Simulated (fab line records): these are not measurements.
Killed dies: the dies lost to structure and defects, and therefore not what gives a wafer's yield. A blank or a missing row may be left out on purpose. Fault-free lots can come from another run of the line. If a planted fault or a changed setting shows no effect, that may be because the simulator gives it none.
Struck lot and sound lot, side by side + flow gf180mcu + 14 steps out of a route of 602
Sound: the wafers L346.2, L346.4, L346.6. Struck: wafers L354.1, L354.5, L354.6. The cause is given at the end.
Order at every step that has rows: each side's tool, ch and its chambers, its first start. Under that, the readings that differ: sound wafers + struck wafers + difference of the means + sigmas: that difference in standard deviations of wafers without a fault.
alike: a reading whose means differ by less than 2 such deviations, as well as words and numbers matching on both sides. not compared: withheld readings; readings where some wafer has no value; bounds like >300 that might hide an equal value; numbers whose values overlap and for which the record gives no deviation.
Wherever a step has rows on one side only, a row that says differs or no value, or a row with sigmas, the two part there. Non-overlapping numbers with no deviation appear without sigmas and do not part them. A reading that every wafer of one side lacks parts them only if that side has two wafers or more.

first, 3 steps without rows for these wafers: GF_MVSD_EXPOSE_04 (exposes mask MVSD, target cd 1000 nm); GF_MVSD_PEB_05; GF_MVSD_DEVELOP_06 (develop time 60 s).
GF_MVSD_OVL_MEAS_07:
  sound on overlay-02 at day 5 04:25; struck on overlay-01 at day 7 05:55
  alike: MVSD_OVL
then, 2 steps without rows for these wafers: GF_MVSD_IMPLANT_08; GF_MVSD_IMPLANT_09.
GF_MVSD_STRIP_10: strips in O2/N2.
  sound on plasmaAsher-04 ch 0,1, day 5 04:45; struck on plasmaAsher-04 ch 0,1, day 7 06:15
  alike: drypumpMotorCurrentA, heaterPowerW, oesProductAu, stripTimeToEndpointS
  not compared: rfHoursCounterH
GF_MVSD_TW_MEAS_11:
  sound on filmMetro-02 at day 5 04:52; struck on filmMetro-01 at day 7 06:21
| reading | sound          | struck         | difference | sigmas |
|---------|----------------|----------------|------------|--------|
| MVSD_TW | 1568 1560 1561 | 1606 1601 1591 | +36        | +2     |
then, 4 steps without rows for these wafers: GF_MVPSD_DEHYDRATE_00 (time 60 s); GF_MVPSD_HMDS_01 (prime time 60 s); GF_MVPSD_COAT_02 (resist thk 3000 nm); GF_MVPSD_SOFTBAKE_03.
GF_MVPSD_EXPOSE_04: exposes mask MVPSD, target cd 1000 nm.
  sound on ilineStepper-01 ch 0, day 5 16:20; struck on ilineStepper-02 ch 0, day 7 13:36
| reading | sound                   | struck                           | difference | sigmas |
|---------|-------------------------|----------------------------------|------------|--------|
| mask    | MVPSD#0 MVPSD#0 MVPSD#0 | MVPSD_R1#0 MVPSD_R1#0 MVPSD_R1#0 | differs    |        |
then, 1 step without rows for these wafers: GF_MVPSD_PEB_05.

WHERE THEY PART
Earliest at GF_MVSD_TW_MEAS_11; latest, in this record, at GF_MVPSD_EXPOSE_04.

WHY: what the simulator had put in
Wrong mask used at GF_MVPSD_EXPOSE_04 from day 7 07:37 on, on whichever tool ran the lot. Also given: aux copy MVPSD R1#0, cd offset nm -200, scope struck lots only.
